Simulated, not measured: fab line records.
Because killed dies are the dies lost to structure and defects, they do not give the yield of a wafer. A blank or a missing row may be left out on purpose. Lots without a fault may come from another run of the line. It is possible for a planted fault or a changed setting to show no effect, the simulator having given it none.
Comparing a struck lot with a sound one + flow sky130 + 44 steps out of a route of 708
Sound: wafers L282.2, L282.3, L282.4. Wafers L289.1, L289.5, L289.6 were the ones struck. Last of all comes the cause.
Per side, at each step with rows, come the tool, then ch with its chambers, and then its first start. Under that, the readings that differ: sound wafers + struck wafers + difference of the means + sigmas: that difference in standard deviations of wafers without a fault.
alike: readings with means less than 2 such deviations apart, plus words and numbers identical on both sides. not compared: withheld readings, readings lacking a value on some wafer, bounds such as >300 that could conceal the same value, and numbers that have no deviation in the record and whose values overlap.
Wherever a step has rows on one side only, a row that says differs or no value, or a row with sigmas, the two part there. Non-overlapping numbers with no deviation appear without sigmas and do not part them. A reading that every wafer of one side lacks parts them only if that side has two wafers or more.

first, 2 steps without rows for these wafers: SKY_DNWELL_DEVELOP_06 (develop time 60 s); SKY_DNWELL_IMPLANT_07.
SKY_DNWELL_STRIP_08: strips in O2/N2.
  sound on plasmaAsher-01 ch 0,1, day 4 08:19; struck on plasmaAsher-01 ch 0,1, day 6 03:16
  alike: drypumpMotorCurrentA, oesProductAu, stripTimeToEndpointS
  not compared: rfHoursCounterH
SKY_DNWELL_TW_MEAS_09:
  struck on filmMetro-03, day 6 03:22; sound on filmMetro-02, day 4 08:25
  alike: DNWELL_TW
then, 7 steps without rows for these wafers: SKY_PWDE_DEHYDRATE_00 (time 60 s); SKY_PWDE_HMDS_01 (prime time 60 s); SKY_PWDE_COAT_02 (resist thk 3000 nm); SKY_PWDE_SOFTBAKE_03; SKY_PWDE_EXPOSE_04 (exposes mask PWDEM, target cd 840 nm); SKY_PWDE_PEB_05; SKY_PWDE_DEVELOP_06 (develop time 60 s).
SKY_PWDE_OVL_MEAS_07:
  struck on overlay-02, day 6 21:37; sound on overlay-01, day 5 01:11
  alike: PWDE_OVL
SKY_PWDE_IMPLANT_08:
  sound on implanter-02 ch 0, day 5 01:15; struck on implanter-02 ch 0, day 6 21:39
| reading          | sound                         | struck                        | difference | sigmas |
|------------------|-------------------------------|-------------------------------|------------|--------|
| doseIonsCm2      | 3.595e+12 3.599e+12 3.592e+12 | 3.374e+12 3.377e+12 3.377e+12 | -2.193e+11 | -49    |
| faradayCurrentUA | 20.8 19.8 20.2                | 19.1 18.6 18.7                | -1.5       | -4     |
  alike: beamEnergyKeV
SKY_PWDE_STRIP_09: strips in O2/N2.
  sound on plasmaAsher-01 ch 0,1, day 5 01:22; struck on plasmaAsher-03 ch 0,1, day 6 21:48
  alike: drypumpMotorCurrentA, oesProductAu, stripTimeToEndpointS
  not compared: rfHoursCounterH
SKY_PWDE_TW_MEAS_10:
  struck on filmMetro-04, day 6 21:54; sound on filmMetro-03, day 5 01:29
| reading | sound             | struck            | difference | sigmas |
|---------|-------------------|-------------------|------------|--------|
| PWDE_TW | 375.4 373.2 374.3 | 366.9 367.0 368.4 | -6.9       | -3     |
then, 7 steps without rows for these wafers: SKY_NWELL_DEHYDRATE_03 (time 60 s); SKY_NWELL_HMDS_04 (prime time 60 s); SKY_NWELL_COAT_05 (resist thk 3000 nm); SKY_NWELL_SOFTBAKE_06; SKY_NWELL_EXPOSE_07 (exposes mask NWM, target cd 840 nm); SKY_NWELL_PEB_08; SKY_NWELL_DEVELOP_09 (develop time 60 s).
SKY_NWELL_OVL_MEAS_10:
  struck on overlay-02, day 7 16:32; sound on overlay-01, day 5 19:10
  alike: NWELL_00_OVL
then, 3 steps without rows for these wafers: SKY_NWELL_IMPLANT_11; SKY_NWELL_IMPLANT_12; SKY_NWELL_IMPLANT_13.
SKY_NWELL_STRIP_14: strips in O2/N2.
  sound on plasmaAsher-02 ch 0,1, day 5 19:38; struck on plasmaAsher-01 ch 0,1, day 7 17:01
| reading                  | sound             | struck            | difference | sigmas |
|--------------------------|-------------------|-------------------|------------|--------|
| stripTimeToEndpointS (s) | 36.85 36.82 36.82 | 37.08 37.18 37.08 | +0.28      | +3     |
  alike: drypumpMotorCurrentA, oesProductAu
  not compared: rfHoursCounterH
SKY_NWELL_TW_MEAS_15:
  struck on filmMetro-04, day 7 17:07; sound on filmMetro-03, day 5 19:45
  alike: NWELL_TW
then, 7 steps without rows for these wafers: SKY_NWELL_DEHYDRATE_16 (time 60 s); SKY_NWELL_HMDS_17 (prime time 60 s); SKY_NWELL_COAT_18 (resist thk 3000 nm); SKY_NWELL_SOFTBAKE_19; SKY_NWELL_EXPOSE_20 (exposes mask NWM COMPLEMENT, target cd 840 nm); SKY_NWELL_PEB_21; SKY_NWELL_DEVELOP_22 (develop time 60 s).
SKY_NWELL_OVL_MEAS_23:
  struck on overlay-02, day 8 12:34; sound on overlay-02, day 6 14:05
  alike: NWELL_01_OVL
following that, these wafers have no rows for 1 step: SKY_NWELL_IMPLANT_24.
SKY_NWELL_STRIP_25: strips in O2/N2.
  sound on plasmaAsher-04 ch 0,1, day 6 14:16; struck on plasmaAsher-02 ch 0,1, day 8 12:45
  alike: drypumpMotorCurrentA, oesProductAu, stripTimeToEndpointS
  not compared: rfHoursCounterH
SKY_NWELL_TW_MEAS_26:
  struck on filmMetro-02, day 8 12:51; sound on filmMetro-02, day 6 14:23
  alike: NWELL_2_TW
then, 1 step without rows for these wafers: SKY_NWELL_CLEAN_27 (cleans in SC1/SC2, time 150 s).
SKY_NWELL_RTA_28: time 30 s.
  sound on rtpAnneal-02 ch 0, day 6 14:30; struck on rtpAnneal-02 ch 0, day 8 12:58
  alike: lampPowerPct, wafer_temp_C_max
SKY_NWELL_RS_MEAS_29: the measuring method here is four-point-probe.
  struck on filmMetro-03, day 8 13:04; sound on filmMetro-02, day 6 14:37
  alike: NWELL_RS
SKY_NWELL_RS_MEAS_31: the measuring method here is four-point-probe.
  struck on filmMetro-03, day 8 13:18; sound on filmMetro-02, day 6 14:51
| reading          | sound          | struck         | difference | sigmas |
|------------------|----------------|----------------|------------|--------|
| PWDE_RS (ohm/sq) | 5274 5266 5263 | 5553 5551 5566 | +289       | +17    |
-- the record jumps here: 40 days lie between the struck wafers' starts before and after (it left off in module NWELL and takes up again in module PAD_OPEN, whose first step shown is number 708 of the route) --
SKY_PAD_OPEN_PROBE_99:
  struck on prober-02, day 49 00:41; sound on prober-01, day 47 01:33
| reading                              | sound          | struck         | difference | sigmas |
|--------------------------------------|----------------|----------------|------------|--------|
| model.etest.resPwdeUnderGate.rsOhmSq | 6161 6132 6115 | 6421 6438 6433 | +295       |        |
  alike: killed_at_M0_to_M3, killed_at_M4_up, killedAtContacts, killedAtFrontEnd, killedAtOther, killedDies, killedOpen, killedShort

== WHERE THEY PART ==
Earliest at SKY_PWDE_IMPLANT_08; latest, in this record, at SKY_NWELL_RS_MEAS_31. Later steps at which nothing parts them and some readings are alike: SKY_PAD_OPEN_PROBE_99.

WHY: the cause the simulator had injected
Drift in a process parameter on implanter-02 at SKY_PWDE_IMPLANT_08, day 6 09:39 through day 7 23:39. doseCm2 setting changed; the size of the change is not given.
